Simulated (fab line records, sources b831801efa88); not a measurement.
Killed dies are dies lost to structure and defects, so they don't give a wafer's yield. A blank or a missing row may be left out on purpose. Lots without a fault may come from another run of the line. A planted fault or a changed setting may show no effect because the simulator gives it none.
Which tool did it? | flow sky130 | 24 lots, 72 wafers sampled, at 4 steps of a route of 708

WHAT THE GAUGES READ, wafer by wafer
SKY_VIA3_RS_MEAS_22: measures by four-point-probe.
lot  | measured     | on            | VIA3_W_RS (ohm/sq)
L074 | day 39 11:25 | film_metro-01 | 0.296 0.292 0.293
L075 | day 40 04:05 | film_metro-02 | 0.298 0.295 0.300
L076 | day 40 05:27 | film_metro-03 | 0.291 0.296 0.290
L077 | day 40 20:25 | film_metro-02 | 0.293 0.290 0.298
L078 | day 40 21:14 | film_metro-03 | 0.289 0.291 0.291
L079 | day 41 11:25 | film_metro-03 | 0.293 0.292 0.290
L080 | day 41 12:49 | film_metro-01 | 0.300 0.292 0.298
L081 | day 41 19:01 | film_metro-01 | 0.291 0.296 0.295
L083 | day 42 14:25 | film_metro-01 | 0.291 0.292 0.293
L082 | day 42 15:54 | film_metro-03 | 0.292 0.292 0.292
L084 | day 43 00:45 | film_metro-02 | 0.295 0.295 0.294
L085 | day 43 01:25 | film_metro-03 | 0.296 0.299 0.290
L086 | day 43 06:36 | film_metro-03 | 0.291 0.285 0.291
L087 | day 43 11:52 | film_metro-01 | 0.287 0.286 0.291
L088 | day 43 19:14 | film_metro-02 | 0.287 0.292 0.289
L089 | day 44 03:43 | film_metro-02 | 0.301 0.299 0.297
L090 | day 44 10:14 | film_metro-01 | 0.286 0.287 0.286
L092 | day 44 13:53 | film_metro-03 | 0.288 0.282 0.289
L091 | day 44 17:12 | film_metro-02 | 0.297 0.286 0.297
L093 | day 45 01:22 | film_metro-01 | 0.285 0.290 0.292
L094 | day 45 06:00 | film_metro-02 | 0.291 0.291 0.289
L095 | day 45 10:14 | film_metro-02 | 0.287 0.289 0.287
L096 | day 45 20:26 | film_metro-02 | 0.294 0.291 0.295
L097 | day 46 02:56 | film_metro-01 | 0.293 0.290 0.288

SKY_VIA4_RS_MEAS_19: measures by four-point-probe.
lot  | measured     | on            | VIA4_W_RS (ohm/sq)
L074 | day 42 16:19 | film_metro-01 | 0.221 0.220 0.224
L075 | day 43 06:06 | film_metro-03 | 0.222 0.220 0.220
L076 | day 43 07:20 | film_metro-03 | 0.219 0.222 0.216
L077 | day 43 22:07 | film_metro-03 | 0.223 0.225 0.218
L078 | day 43 22:41 | film_metro-04 | 0.221 0.218 0.225
L079 | day 44 12:27 | film_metro-01 | 0.220 0.215 0.225
L080 | day 44 13:27 | film_metro-01 | 0.218 0.217 0.227
L081 | day 44 19:50 | film_metro-04 | 0.220 0.217 0.223
L083 | day 45 13:44 | film_metro-03 | 0.216 0.220 0.217
L082 | day 45 14:24 | film_metro-04 | 0.217 0.219 0.218
L084 | day 45 22:11 | film_metro-01 | 0.223 0.224 0.217
L085 | day 45 22:14 | film_metro-04 | 0.225 0.226 0.220
L086 | day 46 03:02 | film_metro-04 | 0.223 0.218 0.215
L087 | day 46 08:16 | film_metro-01 | 0.225 0.225 0.223
L088 | day 46 15:14 | film_metro-03 | 0.217 0.224 0.217
L089 | day 46 23:12 | film_metro-04 | 0.224 0.216 0.223
L090 | day 47 04:43 | film_metro-03 | 0.224 0.216 0.224
L092 | day 47 08:14 | film_metro-01 | 0.217 0.223 0.218
L091 | day 47 11:35 | film_metro-03 | 0.226 0.218 0.225
L093 | day 47 18:27 | film_metro-04 | 0.225 0.225 0.226
L094 | day 47 23:14 | film_metro-01 | 0.224 0.225 0.227
L095 | day 48 02:18 | film_metro-04 | 0.224 0.218 0.218
L096 | day 48 13:08 | film_metro-04 | 0.219 0.217 0.219
L097 | day 48 17:44 | film_metro-04 | 0.215 0.224 0.216

WHICH TOOL RAN EACH LOT (tool, then ch and the chambers of the sampled wafers, then the start)
lot  | SKY_METAL4_SPUTTER_02        | SKY_VIA4_STRIP_13
L074 | pvd_sputter-04, day 39 11:55 | plasma_asher-02 ch 0,1, day 42 15:25
L075 | pvd_sputter-01, day 40 04:34 | plasma_asher-03 ch 0,1, day 43 05:07
L076 | pvd_sputter-04, day 40 05:59 | plasma_asher-04 ch 1, day 43 06:32
L077 | pvd_sputter-01, day 40 20:55 | plasma_asher-02 ch 0,1, day 43 21:19
L078 | pvd_sputter-04, day 40 21:46 | plasma_asher-03 ch 0,1, day 43 21:53
L079 | pvd_sputter-01, day 41 11:57 | plasma_asher-04 ch 0, day 44 11:35
L080 | pvd_sputter-03, day 41 13:35 | plasma_asher-02 ch 0,1, day 44 12:35
L081 | pvd_sputter-04, day 41 19:52 | plasma_asher-04 ch 0,1, day 44 18:59
L083 | pvd_sputter-03, day 42 14:55 | plasma_asher-03 ch 1, day 45 12:53
L082 | pvd_sputter-01, day 42 16:26 | plasma_asher-02 ch 0,1, day 45 13:35
L084 | pvd_sputter-03, day 43 01:17 | plasma_asher-04 ch 0,1, day 45 21:23
L085 | pvd_sputter-04, day 43 01:56 | plasma_asher-02 ch 0,1, day 45 21:26
L086 | pvd_sputter-04, day 43 07:08 | plasma_asher-04 ch 0,1, day 46 02:14
L087 | pvd_sputter-03, day 43 12:24 | plasma_asher-02 ch 0,1, day 46 07:26
L088 | pvd_sputter-01, day 43 19:46 | plasma_asher-02 ch 0,1, day 46 14:26
L089 | pvd_sputter-03, day 44 04:13 | plasma_asher-04 ch 0, day 46 22:23
L090 | pvd_sputter-04, day 44 10:46 | plasma_asher-02 ch 0,1, day 47 03:53
L092 | pvd_sputter-01, day 44 14:24 | plasma_asher-04 ch 0,1, day 47 07:26
L091 | pvd_sputter-03, day 44 17:44 | plasma_asher-04 ch 0,1, day 47 10:47
L093 | pvd_sputter-03, day 45 01:54 | plasma_asher-02 ch 0,1, day 47 17:29
L094 | pvd_sputter-04, day 45 06:32 | plasma_asher-02 ch 0,1, day 47 22:17
L095 | pvd_sputter-03, day 45 10:44 | plasma_asher-03 ch 0,1, day 48 01:29
L096 | pvd_sputter-03, day 45 20:56 | plasma_asher-04 ch 0,1, day 48 12:02
L097 | pvd_sputter-03, day 46 03:28 | plasma_asher-04 ch 0,1, day 48 16:56
- SKY_METAL4_SPUTTER_02: material AlCu, target thk 735 nm, time 40.15 s.
- SKY_VIA4_STRIP_13: strips in O2/N2.

WHAT THE TOOLS THEMSELVES READ (means of the sampled wafers that have a number; where no wafer has one, the mark that the record gives instead)
SKY_METAL4_SPUTTER_02.
lot  | tool           | throttle_valve_pct (%)
L074 | pvd_sputter-04 | 30.1
L075 | pvd_sputter-01 | 30.8
L076 | pvd_sputter-04 | 29.5
L077 | pvd_sputter-01 | 30.4
L078 | pvd_sputter-04 | 29.8
L079 | pvd_sputter-01 | 29.9
L080 | pvd_sputter-03 | 29.8
L081 | pvd_sputter-04 | 29.2
L083 | pvd_sputter-03 | 30.6
L082 | pvd_sputter-01 | 29.4
L084 | pvd_sputter-03 | 29.9
L085 | pvd_sputter-04 | 29.8
L086 | pvd_sputter-04 | 29.6
L087 | pvd_sputter-03 | 30.1
L088 | pvd_sputter-01 | 30.7
L089 | pvd_sputter-03 | 30.4
L090 | pvd_sputter-04 | 30.9
L092 | pvd_sputter-01 | 30.1
L091 | pvd_sputter-03 | 30.2
L093 | pvd_sputter-03 | 29.8
L094 | pvd_sputter-04 | 29.2
L095 | pvd_sputter-03 | 30.4
L096 | pvd_sputter-03 | 30.4
L097 | pvd_sputter-03 | 31.0

SKY_VIA4_STRIP_13.
lot  | tool            | drypump_motor_current_A (A) | oes_product_au (a.u.) | strip_time_to_endpoint_s (s)
L074 | plasma_asher-02 | 6.3                         | 0.712                 | 12.781
L075 | plasma_asher-03 | 5.2                         | 0.712                 | 12.791
L076 | plasma_asher-04 | 6.1                         | 0.713                 | 12.788
L077 | plasma_asher-02 | 6.3                         | 0.709                 | 12.810
L078 | plasma_asher-03 | 5.2                         | 0.714                 | 12.791
L079 | plasma_asher-04 | 6.6                         | 0.710                 | 12.785
L080 | plasma_asher-02 | 5.9                         | 0.705                 | 12.826
L081 | plasma_asher-04 | 6.5                         | 0.708                 | 12.799
L083 | plasma_asher-03 | 5.5                         | 0.709                 | 12.796
L082 | plasma_asher-02 | 6.3                         | 0.709                 | 12.780
L084 | plasma_asher-04 | 6.3                         | 0.708                 | 12.803
L085 | plasma_asher-02 | 5.9                         | 0.710                 | 12.821
L086 | plasma_asher-04 | 6.5                         | 0.709                 | 12.790
L087 | plasma_asher-02 | 5.9                         | 0.715                 | 12.805
L088 | plasma_asher-02 | 5.9                         | 0.706                 | 12.794
L089 | plasma_asher-04 | 6.6                         | 0.712                 | 12.819
L090 | plasma_asher-02 | 6.3                         | 0.709                 | 12.851
L092 | plasma_asher-04 | 6.5                         | 0.705                 | 12.800
L091 | plasma_asher-04 | 6.5                         | 0.709                 | 12.789
L093 | plasma_asher-02 | 6.3                         | 0.711                 | 12.798
L094 | plasma_asher-02 | 6.3                         | 0.708                 | 12.799
L095 | plasma_asher-03 | 5.4                         | 0.708                 | 12.779
L096 | plasma_asher-04 | 6.3                         | 0.714                 | 12.840
L097 | plasma_asher-04 | 6.3                         | 0.711                 | 12.827

THE ANSWER, worked out from the rows above alone
Rule: what is usual is taken from the lots themselves. Put in order of their means at a reading, lots are off if they are a third of the lots or fewer, leave a main group of 4 or more, and stand apart from it by a gap of 3 or more times the standard deviation of the main group's means; of several such gaps the widest counts. A main group whose means are all the same, to the digits that the tables above print for the reading, isn't used. A lot without any number at a reading at which 4 lots or more have one is off too. The other lots that the step has rows for count as sound. The gauges are gone through in route order, then the tools' own readings, and for those a lot's mean is taken as printed above. The first step at which some lot is off is used, and at that step the reading that is off furthest; a lot without a number counts as furthest.
No lot is off at any reading shown: from this, nothing can be told.

WHAT THE SIMULATOR HAD PUT IN
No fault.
